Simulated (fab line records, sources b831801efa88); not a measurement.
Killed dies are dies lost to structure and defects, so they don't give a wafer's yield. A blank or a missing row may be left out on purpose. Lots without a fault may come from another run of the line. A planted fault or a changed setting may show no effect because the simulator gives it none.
Which tool did it? | flow gf180mcu | 12 lots, 36 wafers sampled, at 3 steps of a route of 602

WHAT THE GAUGES READ, wafer by wafer
GF_M2_OVL_MEAS_15.
lot  | measured     | on         | M2_OVL (nm)
L075 | day 19 10:26 | overlay-02 | -6 -9 -12
L077 | day 20 07:29 | overlay-01 | -3 -12 -7
L079 | day 21 03:59 | overlay-02 | 0 -1 7
L081 | day 22 03:42 | overlay-02 | 5 -2 5
L083 | day 22 21:08 | overlay-02 | 12 1 7
L085 | day 23 06:35 | overlay-01 | 7 3 7
L087 | day 23 22:12 | overlay-01 | 7 4 4
L089 | day 24 16:25 | overlay-01 | -6 -2 -3
L091 | day 25 08:34 | overlay-01 | 4 0 -2
L093 | day 26 00:28 | overlay-01 | -3 1 -6
L095 | day 26 19:55 | overlay-01 | -3 -7 1
L097 | day 27 00:56 | overlay-01 | -8 -1 -3

WHICH TOOL RAN EACH LOT (tool, then ch and the chambers of the sampled wafers, then the start)
lot  | GF_V1_ETCH_17                                 | GF_V1_CVD_23
L075 | rie_diel-04 ch 0,2,3, day 18 09:17 or earlier | cvd_w-02 ch 0,1, day 18 09:17
L077 | rie_diel-03 ch 1,3, day 19 06:06 or earlier   | cvd_w-01 ch 0,1, day 19 06:06
L079 | rie_diel-02 ch 0,1,3, day 20 03:14 or earlier | cvd_w-02 ch 0,1, day 20 03:14
L081 | rie_diel-03 ch 0,2,3, day 21 03:47 or earlier | cvd_w-02 ch 0,1, day 21 03:47
L083 | rie_diel-02 ch 0,3, day 21 21:01 or earlier   | cvd_w-02 ch 0,1, day 21 21:01
L085 | rie_diel-03 ch 0,2,3, day 22 07:05 or earlier | cvd_w-01 ch 1, day 22 07:05
L087 | rie_diel-02 ch 0,1,3, day 22 23:35 or earlier | cvd_w-01 ch 0,1, day 22 23:35
L089 | rie_diel-03 ch 0,2,3, day 23 17:23 or earlier | cvd_w-01 ch 0,1, day 23 17:23
L091 | rie_diel-04 ch 1,2,3, day 24 11:11 or earlier | cvd_w-01 ch 0, day 24 11:11
L093 | rie_diel-04 ch 0,2, day 25 02:07 or earlier   | cvd_w-01 ch 0,1, day 25 02:07
L095 | rie_diel-02 ch 1,2, day 25 22:39 or earlier   | cvd_w-01 ch 1, day 25 22:39
L097 | rie_diel-02 ch 1,2,3, day 26 04:03 or earlier | cvd_w-01 ch 0,1, day 26 04:03
- GF_V1_ETCH_17: etches SiO2 in C4F8/O2/Ar, stops on TiN, target depth 630 nm.
- GF_V1_CVD_23: deposits W, target thk 350 nm, time 105.05 s.

THE ANSWER, worked out from the rows above alone
Rule: what is usual is taken from the lots themselves. Put in order of their means at a reading, lots are off if they are a third of the lots or fewer, leave a main group of 4 or more, and stand apart from it by a gap of 3 or more times the standard deviation of the main group's means; of several such gaps the widest counts. A main group whose means are all the same, to the digits that the tables above print for the reading, isn't used. A lot without any number at a reading at which 4 lots or more have one is off too. The other lots that the step has rows for count as sound.
No lot is off at any reading shown: from this, nothing can be told.

WHAT THE SIMULATOR HAD PUT IN
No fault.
